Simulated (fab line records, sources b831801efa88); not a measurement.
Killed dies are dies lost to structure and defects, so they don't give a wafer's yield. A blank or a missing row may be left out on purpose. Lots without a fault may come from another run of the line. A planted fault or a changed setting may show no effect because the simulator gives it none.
Problem report in the 8D (eight disciplines) form, filled by code | flow sfq_line | the parts of the form that need people (team, actions taken, sign-off) are left out

1. THE PROBLEM
JJ_NB_RS at SFQ_JJ_RS_MEAS_929 reads a mean of 1.329 ohm/sq on 2 wafers of 2 lots; wafers without a fault read 1.057 ohm/sq with a standard deviation of 0.017. That is +16 standard deviations from the usual mean.
The step: measures by four-point-probe.
First seen on wafer L747.6, day 58 22:26, on film_metro-01. The record holds 42 wafers of 14 lots with a number at this step. Rule for "out", or "out of limits": more than 4 standard deviations from the usual mean. The other wafers with a number count as sound.

2. WHAT IT IS AND WHAT IT IS NOT
question                    | is                           | is not
which readings at this step | JJ_NB_RS                     | -
which lots                  | L747, L749                   | L731, L732, L733, L734, L738, L739, L742, L743, L744, L745, L748, L753
which wafers of those lots  | L747.6, L749.6               | L747.4, L747.5, L749.1, L749.4
read on which gauges        | film_metro-01, film_metro-04 | film_metro-02
when                        | from day 58 22:26            | up to then (32 sound wafers); but 8 sound wafers of L748, L749, L753 came after

3. SUSPECTS, AND WHAT RULES EACH OUT
Counting: a tool at a process step up to the reading stays a suspect if it ran every lot that is out. Sound lots after the first of them don't rule it out here, since some wafers of a struck lot are sound.
- the gauge at SFQ_JJ_RS_MEAS_929: ruled out. The wafers that are out were read on 2 gauges (film_metro-01, film_metro-04).
- pvd_sputter-04 at SFQ_TRILAYER_JJ_TRILAYER_DEP_SPUTTER_112 (material Nb, target thk 170 nm, time 113.3 s): kept. It ran every lot that is out, first L747 (day 58 22:17); its last sound lot up to then is L745 (day 57 03:44).
Left after counting: pvd_sputter-04 at SFQ_TRILAYER_JJ_TRILAYER_DEP_SPUTTER_112.

4. THE CAUSE (what the simulator had put in)
Process parameter drift: pvd_sputter-04, from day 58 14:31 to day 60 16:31, at SFQ_TRILAYER_JJ_TRILAYER_DEP_SPUTTER_112. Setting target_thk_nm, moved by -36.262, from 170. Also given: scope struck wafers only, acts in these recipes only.
Counting left only this tool.

5. THE CHAIN OF EFFECTS, in route order
Each row: a reading whose mean over the struck wafers that have a number lies more than 3 standard deviations from the usual. Only readings for which the record gives a usual standard deviation are gone through. hours: the time from each lot's start at the first step in this table that gives one to its start at this step, as a median over the lots. sigmas: the change in usual standard deviations.
hours | step                            | reading        | usual        | on struck wafers | change | sigmas
0     | SFQ_JJ_RS_MEAS_929              | JJ_NB_RS       | 1.057 ohm/sq | 1.329            | +0.272 | +16
4     | SFQ_TRILAYER_JJ_CE_ETCH_RIE_118 | oes_product_au | 0.985 a.u.   | 0.868            | -0.117 | -15
The process steps in it:
- SFQ_TRILAYER_JJ_CE_ETCH_RIE_118: chemistry SF6, target Nb, stops on Al2O3, time 97.7 s, target depth 170 nm.
Later measuring or inspecting steps at which every struck wafer that the step has a row for has a number for every such reading, and none has moved that far: SFQ_M7_OVL_MEAS_945, SFQ_M8_OVL_MEAS_948.

6. WHAT WOULD HAVE CAUGHT IT SOONER
In this record the first reading out of limits at a measuring or inspecting step was taken at day 58 22:26, 8 hours after the fault began at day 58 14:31.
Of the tool readings at SFQ_TRILAYER_JJ_TRILAYER_DEP_SPUTTER_112 for which the record gives a usual standard deviation, none was out on any struck wafer, so an alarm limit of 4 standard deviations on them would not have fired.
Of the lots that are out (2), L749 began SFQ_TRILAYER_JJ_TRILAYER_DEP_SPUTTER_112 on pvd_sputter-04 after day 58 22:26. A hold on the tool at that time would have spared it.
